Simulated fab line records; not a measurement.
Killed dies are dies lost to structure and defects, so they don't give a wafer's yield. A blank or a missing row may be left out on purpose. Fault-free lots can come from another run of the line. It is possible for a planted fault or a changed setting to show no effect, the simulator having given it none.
Chamber matching    flow gf180mcu    GF_V2_CVD_02 on pecvd-03: 3 sister chambers
The step deposits SiO2 from TEOS, target thk 850 nm, time 94.851 s. 3 wafers are shown with their chamber, then 10 later ones without.

## WAFERS WITH THEIR CHAMBER
wafer   chamber  heaterPowerW (W)
L497.1  0        788
L498.1  1        674
L498.2  2        665

## WAFERS WITHOUT THEIR CHAMBER
wafer   heaterPowerW (W)
L498.3  827
L506.2  616
L506.3  769
L506.4  691
L510.1  678
L510.3  722
L510.6  777
L511.1  750
L511.2  637
L511.5  673

## WHICH CHAMBER EACH ONE RAN IN
wafer    from the rows above            in truth
L498.3   0                              0
L506.2   can't be placed: 2 or 1        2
L506.3   0                              0
L506.4   can't be placed: 1 or 2        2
L510.1   can't be placed: 1 or 2        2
L510.3   can't be placed: 1 or 2 or 0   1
L510.6   0                              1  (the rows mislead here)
L511.1   can't be placed: 0 or 1 or 2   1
L511.2   can't be placed: 2 or 1        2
L511.5   can't be placed: 1 or 2        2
Correct placement for 2 of the 10. Cannot be placed on the basis of these rows: 7; the candidates contain the true chamber in 7. Number placed wrongly: 1.
How it was worked out, from the rows above alone: a wafer's distance from a chamber is the root of the sum, over the readings, of the square of ((its reading less the chamber's mean) divided by the reading's scatter). If the next closest chamber is less than 2 further off than the closest, the wafer can't be placed; otherwise it belongs to the closest. For every chamber, the mean is computed from those of its wafers that are shown. The scatter: root of mean squared gap, hidden wafer to nearest shown wafer, with one shown wafer a chamber.
